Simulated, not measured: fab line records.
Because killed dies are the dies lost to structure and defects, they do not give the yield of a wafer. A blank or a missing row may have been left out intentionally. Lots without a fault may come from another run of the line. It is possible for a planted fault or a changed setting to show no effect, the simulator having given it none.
Struck lot and sound lot, side by side	flow sfq_line	13 steps out of a route of 325
Sound: wafers L646.1, L646.3, L646.5. The struck wafers were L636.3, L636.5, L636.6. The cause comes at the end.
At each step with rows: each side's tool, then ch and its chambers, then its first start. Under that, the readings that differ: sound wafers	struck wafers	difference of the means	sigmas: that difference in standard deviations of wafers without a fault.
alike: readings whose means differ by less than 2 such deviations, and words and numbers that are the same on both sides. not compared: withheld readings, readings that some wafer has no value for, bounds like >300 that may hide the same value, and numbers for which the record gives no deviation and whose values overlap.
Wherever a step has rows on one side only, a row that says differs or no value, or a row with sigmas, the two part there. Numbers that have no deviation but don't overlap get no sigmas and don't part them. A reading that every wafer of one side lacks parts them only if that side has two wafers or more.

SFQ_INCOMING_BOW_MEAS_900:
  sound on film_metro-01 at day 5 14:00; struck on film_metro-03 at day 3 12:02
  alike: INCOMING_BOW
then, 1 step without rows for these wafers: SFQ_TRILAYER_INCOMING_OXIDATION_002 (target thk 500 nm, ox time 4759 s).
SFQ_TRILAYER_L0_DEP_SPUTTER_003: material MoNx KI, target thk 40 nm, time 100 s.
  sound on pvd_sputter-06 at day 5 16:29; struck on pvd_sputter-04 at day 3 14:29
  alike: throttle_valve_pct
SFQ_L0_RS_MEAS_901: the measuring method here is four-point-probe.
  sound on film_metro-03 at day 5 16:34; struck on film_metro-03 at day 3 14:36
  alike: L0_MONX_KI_RS
SFQ_L0_THK_MEAS_902: measures by xrf.
  sound on film_metro-03 at day 5 16:41; struck on film_metro-03 at day 3 14:42
  alike: L0_MONX_KI_THK
then, 6 steps without rows for these wafers: SFQ_TRILAYER_L0_LITHO_COAT_010 (resist thk 62 nm); SFQ_TRILAYER_L0_LITHO_COAT_005 (resist thk 600 nm); SFQ_TRILAYER_L0_LITHO_SOFTBAKE_009; SFQ_TRILAYER_L0_LITHO_EXPOSE_006 (exposes mask L0, target cd 2000 nm); SFQ_TRILAYER_L0_LITHO_PEB_008 (peb time 60 s); SFQ_TRILAYER_L0_LITHO_DEVELOP_007 (time 60 s).
-- the record jumps here: 3 days lie between the struck wafers' starts before and after --
SFQ_TRILAYER_L0_BARC_OPEN_METAL_ETCH_010: etches BARC in O2, target depth 125 nm, time 40.12 s.
  sound on rie_metal-04 ch 0,1, day 9 16:35; struck on rie_metal-02 ch 0,1, day 7 00:35
reading	sound	struck	difference	sigmas
bias_w (W)	80.15 79.88 79.69	76.97 76.73 77.54	-2.83	-12
  alike: drypump_motor_current_A, he_backside_leak_sccm, oes_product_au
  not compared: rf_hours_counter_h
SFQ_TRILAYER_L0_ETCH_METAL_ETCH_008: etches MoNx KI in SF6/O2, stops on SiO2, target depth 50 nm, time 25 s.
  sound on rie_metal-04 ch 0,1, day 9 16:39; struck on rie_metal-02 ch 0,1, day 7 00:38
  alike: bias_w, drypump_motor_current_A, he_backside_leak_sccm, oes_product_au
  not compared: rf_hours_counter_h

## WHERE THEY PART
Only at SFQ_TRILAYER_L0_BARC_OPEN_METAL_ETCH_010, as far as this record shows. Later steps at which nothing parts them and some readings are alike: SFQ_TRILAYER_L0_ETCH_METAL_ETCH_008.

WHY: the cause the simulator had injected
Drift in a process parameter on rie_metal-02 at SFQ_TRILAYER_L0_BARC_OPEN_METAL_ETCH_010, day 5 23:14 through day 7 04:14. The setting bias_w was moved by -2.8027, starting from 80. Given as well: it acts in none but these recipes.
